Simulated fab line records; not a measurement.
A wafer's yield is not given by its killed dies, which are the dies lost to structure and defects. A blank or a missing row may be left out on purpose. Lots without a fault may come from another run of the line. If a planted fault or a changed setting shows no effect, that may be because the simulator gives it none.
Which tool was responsible? / flow sky130 / 11 lots, 33 wafers sampled, at 2 steps of a route of 708

## WHAT EACH GAUGE READ, for each wafer
SKY_VIA3_OVL_MEAS_13.
lot=L075; measured=day 40 03:18; on=overlay-01; VIA3_OVL (nm)=-7 0 7
lot=L077; measured=day 41 00:11; on=overlay-02; VIA3_OVL (nm)=2 7 4
lot=L079; measured=day 41 22:33; on=overlay-02; VIA3_OVL (nm)=1 7 4
lot=L082; measured=day 42 08:56; on=overlay-02; VIA3_OVL (nm)=0 -4 4
lot=L084; measured=day 43 03:02; on=overlay-02; VIA3_OVL (nm)=-12 -6 2
lot=L085; measured=day 43 12:57; on=overlay-02; VIA3_OVL (nm)=7 7 10
lot=L088; measured=day 43 15:02; on=overlay-01; VIA3_OVL (nm)=-8 -5 -2
lot=L090; measured=day 44 05:43; on=overlay-02; VIA3_OVL (nm)=6 1 4
lot=L092; measured=day 44 14:17; on=overlay-01; VIA3_OVL (nm)=2 -4 10
lot=L095; measured=day 45 15:16; on=overlay-02; VIA3_OVL (nm)=-5 -2 -1
lot=L097; measured=day 45 23:30; on=overlay-01; VIA3_OVL (nm)=-1 3 -6

## WHICH TOOL RAN EACH LOT (tool, then ch and the chambers of the sampled wafers, then the start)
lot=L075; SKY_VT_ADJUST_PCH_STRIP_09=plasmaAsher-01 ch 0,1, day 10 14:24
lot=L077; SKY_VT_ADJUST_PCH_STRIP_09=plasmaAsher-02 ch 0,1, day 11 12:30
lot=L079; SKY_VT_ADJUST_PCH_STRIP_09=plasmaAsher-02 ch 0,1, day 12 03:23
lot=L082; SKY_VT_ADJUST_PCH_STRIP_09=plasmaAsher-02 ch 0,1, day 13 00:50
lot=L084; SKY_VT_ADJUST_PCH_STRIP_09=plasmaAsher-01 ch 0,1, day 14 00:10
lot=L085; SKY_VT_ADJUST_PCH_STRIP_09=plasmaAsher-01 ch 0,1, day 14 09:30
lot=L088; SKY_VT_ADJUST_PCH_STRIP_09=plasmaAsher-01 ch 0,1, day 14 18:13
lot=L090; SKY_VT_ADJUST_PCH_STRIP_09=plasmaAsher-01 ch 0,1, day 15 13:59
lot=L092; SKY_VT_ADJUST_PCH_STRIP_09=plasmaAsher-01 ch 0,1, day 16 00:18
lot=L095; SKY_VT_ADJUST_PCH_STRIP_09=plasmaAsher-04 ch 0,1, day 17 04:50
lot=L097; SKY_VT_ADJUST_PCH_STRIP_09=plasmaAsher-02 ch 0,1, day 17 17:11
- SKY_VT_ADJUST_PCH_STRIP_09: strips in O2/N2.

## THE ANSWER, worked out from the rows above alone
Rule: usual is defined by the lots themselves. Put in order of their means at a reading, lots are off if they are a third of the lots or fewer, leave a main group of 4 or more, and stand apart from it by a gap of 3 or more times the standard deviation of the main group's means; of several such gaps the widest counts. Not used: any main group whose means are identical at the precision the tables above print for the reading. A lot without any number at a reading at which 4 lots or more have one is off too. Where the step has rows for the other lots, those lots are counted as sound.
No lot is off at any reading shown: from this, nothing can be told.

## WHAT WAS PUT IN BY THE SIMULATOR
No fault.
